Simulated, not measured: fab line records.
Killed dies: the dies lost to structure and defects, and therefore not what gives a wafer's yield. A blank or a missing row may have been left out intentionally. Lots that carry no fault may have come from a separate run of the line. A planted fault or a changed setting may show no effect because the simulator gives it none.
Split-lot study || flow sky130 || 23 wafers read from 5 lots, route of 708 steps

== SPLIT DETAILS ==
At SKY_LI_CONTACT_CVD_21 (deposits W, target thk 400 nm, time 120.56 s), the setting temp_c was moved away from the recipe's 400 C on 7 of the 23 wafers read, by -2.0% to +1.8%. For the rest of the wafers, this setting stayed at what the recipe calls for.

== THE PATH FROM SPLIT TO READING: the file shows 1 step between them ==
- SKY_LI_CONTACT_RS_MEAS_22: measures by four-point-probe

== THE READING ==
LI_CONTACT_W_THK, in nm, at SKY_LI_CONTACT_THK_MEAS_23 (measures by xrf). Fault-free wafers of this fab line usually give 387 nm, standard deviation 5.7 nm.

{"wafer": "L077.2", "tool, chamber at the split": "cvd_w-01, 1", "temp_c as run, C": 392.2, "against the recipe": "-2.0%", "LI_CONTACT_W_THK, nm": 338, "against lot-mates on the recipe": -56}
{"wafer": "L077.3", "tool, chamber at the split": "cvd_w-01, 0", "temp_c as run, C": 400, "against the recipe": "recipe", "LI_CONTACT_W_THK, nm": 392, "against lot-mates on the recipe": "-"}
{"wafer": "L077.4", "tool, chamber at the split": "cvd_w-01, 1", "temp_c as run, C": 400, "against the recipe": "recipe", "LI_CONTACT_W_THK, nm": 392, "against lot-mates on the recipe": "-"}
{"wafer": "L077.5", "tool, chamber at the split": "cvd_w-01, 1", "temp_c as run, C": 392.2, "against the recipe": "-2.0%", "LI_CONTACT_W_THK, nm": 342, "against lot-mates on the recipe": -52}
{"wafer": "L077.6", "tool, chamber at the split": "cvd_w-01, 0", "temp_c as run, C": 400, "against the recipe": "recipe", "LI_CONTACT_W_THK, nm": 398, "against lot-mates on the recipe": "-"}
{"wafer": "L078.1", "tool, chamber at the split": "cvd_w-02, 0", "temp_c as run, C": 407.1, "against the recipe": "+1.8%", "LI_CONTACT_W_THK, nm": 441, "against lot-mates on the recipe": "+48"}
{"wafer": "L078.2", "tool, chamber at the split": "cvd_w-02, 1", "temp_c as run, C": 407.1, "against the recipe": "+1.8%", "LI_CONTACT_W_THK, nm": 449, "against lot-mates on the recipe": "+56"}
{"wafer": "L078.3", "tool, chamber at the split": "cvd_w-02, 1", "temp_c as run, C": 400, "against the recipe": "recipe", "LI_CONTACT_W_THK, nm": 395, "against lot-mates on the recipe": "-"}
{"wafer": "L078.4", "tool, chamber at the split": "cvd_w-02, 0", "temp_c as run, C": 407.1, "against the recipe": "+1.8%", "LI_CONTACT_W_THK, nm": 436, "against lot-mates on the recipe": "+44"}
{"wafer": "L078.5", "tool, chamber at the split": "cvd_w-02, 1", "temp_c as run, C": 400, "against the recipe": "recipe", "LI_CONTACT_W_THK, nm": 390, "against lot-mates on the recipe": "-"}
{"wafer": "L080.1", "tool, chamber at the split": "cvd_w-02, 0", "temp_c as run, C": 400, "against the recipe": "recipe", "LI_CONTACT_W_THK, nm": 379, "against lot-mates on the recipe": "-"}
{"wafer": "L080.2", "tool, chamber at the split": "cvd_w-02, 1", "temp_c as run, C": 394.5, "against the recipe": "-1.4%", "LI_CONTACT_W_THK, nm": 346, "against lot-mates on the recipe": -36}
{"wafer": "L080.4", "tool, chamber at the split": "cvd_w-02, 1", "temp_c as run, C": 400, "against the recipe": "recipe", "LI_CONTACT_W_THK, nm": 382, "against lot-mates on the recipe": "-"}
{"wafer": "L080.5", "tool, chamber at the split": "cvd_w-02, 1", "temp_c as run, C": 394.5, "against the recipe": "-1.4%", "LI_CONTACT_W_THK, nm": 344, "against lot-mates on the recipe": -38}
{"wafer": "L080.6", "tool, chamber at the split": "cvd_w-02, 0", "temp_c as run, C": 400, "against the recipe": "recipe", "LI_CONTACT_W_THK, nm": 384, "against lot-mates on the recipe": "-"}
{"wafer": "L081.1", "tool, chamber at the split": "cvd_w-02, 0", "temp_c as run, C": 400, "against the recipe": "recipe", "LI_CONTACT_W_THK, nm": 380, "against lot-mates on the recipe": "-"}
{"wafer": "L081.2", "tool, chamber at the split": "cvd_w-02, 1", "temp_c as run, C": 400, "against the recipe": "recipe", "LI_CONTACT_W_THK, nm": 383, "against lot-mates on the recipe": "-"}
{"wafer": "L081.3", "tool, chamber at the split": "cvd_w-02, 1", "temp_c as run, C": 400, "against the recipe": "recipe", "LI_CONTACT_W_THK, nm": 385, "against lot-mates on the recipe": "-"}
{"wafer": "L081.5", "tool, chamber at the split": "cvd_w-02, 1", "temp_c as run, C": 400, "against the recipe": "recipe", "LI_CONTACT_W_THK, nm": 387, "against lot-mates on the recipe": "-"}
{"wafer": "L081.6", "tool, chamber at the split": "cvd_w-02, 0", "temp_c as run, C": 400, "against the recipe": "recipe", "LI_CONTACT_W_THK, nm": 379, "against lot-mates on the recipe": "-"}
{"wafer": "L082.1", "tool, chamber at the split": "cvd_w-02, 0", "temp_c as run, C": 400, "against the recipe": "recipe", "LI_CONTACT_W_THK, nm": 386, "against lot-mates on the recipe": "-"}
{"wafer": "L082.4", "tool, chamber at the split": "cvd_w-02, 1", "temp_c as run, C": 400, "against the recipe": "recipe", "LI_CONTACT_W_THK, nm": 379, "against lot-mates on the recipe": "-"}
{"wafer": "L082.5", "tool, chamber at the split": "cvd_w-02, 1", "temp_c as run, C": 400, "against the recipe": "recipe", "LI_CONTACT_W_THK, nm": 384, "against lot-mates on the recipe": "-"}

FIT RESULTS
A straight line over all 23 wafers: LI_CONTACT_W_THK changes by +28.4 nm for each +1% of temp_c; r = +0.98; the points scatter about the line by 6.4 nm.
The same after taking each lot's own level away (the mean of its wafers on the recipe; 23 wafers): +27.6 nm for each +1%; r = +0.99; scatter 3.2 nm.
On that fit, the largest move of temp_c shifts the reading by 54 nm.
Measured against the standard deviation above, the lots' own levels, which go from 381.7 to 394.0 nm, span 2.2 times it.
So the lot-to-lot level changes the slope little: the two slopes agree.
Check: with one of the wafers moved furthest among these (-2.0%) left out of the fit, the line predicts -53 nm for it against its lot-mates. It came out at -56 nm against them.

== THE WHOLE CHAIN: every reading that the file lists as answering this split, in the file's order ==
{"step": "SKY_LI_CONTACT_CVD_21", "what it does": "deposits W, target thk 400 nm, time 120.56 s", "reading": "W_of_LI_CONTACT_CVD_21.thk_nm (the simulator's own value, which no gauge read)", "change (the file's fit)": "+28.3 nm for each +1% of the setting", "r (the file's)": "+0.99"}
{"step": "SKY_LI_CONTACT_RS_MEAS_22", "what it does": "measures by four-point-probe", "reading": "LI_CONTACT_W_RS", "change (the file's fit)": "-0.0215 for each +1% of the setting", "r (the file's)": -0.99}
{"step": "SKY_LI_CONTACT_THK_MEAS_23", "what it does": "measures by xrf", "reading": "LI_CONTACT_W_THK", "change (the file's fit)": "+27.7 for each +1% of the setting", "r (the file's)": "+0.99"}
{"step": "SKY_LI_CONTACT_CMP_24", "what it does": "polishes, stops on PSG, t overpolish 20 s, target thk 0 nm", "reading": "time_to_endpoint_s", "change (the file's fit)": "withheld for each +1% of the setting", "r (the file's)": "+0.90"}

== THE FILE'S OWN FIT ==
LI_CONTACT_W_THK changes by +27.7 nm for each +1% of temp_c, r = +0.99.
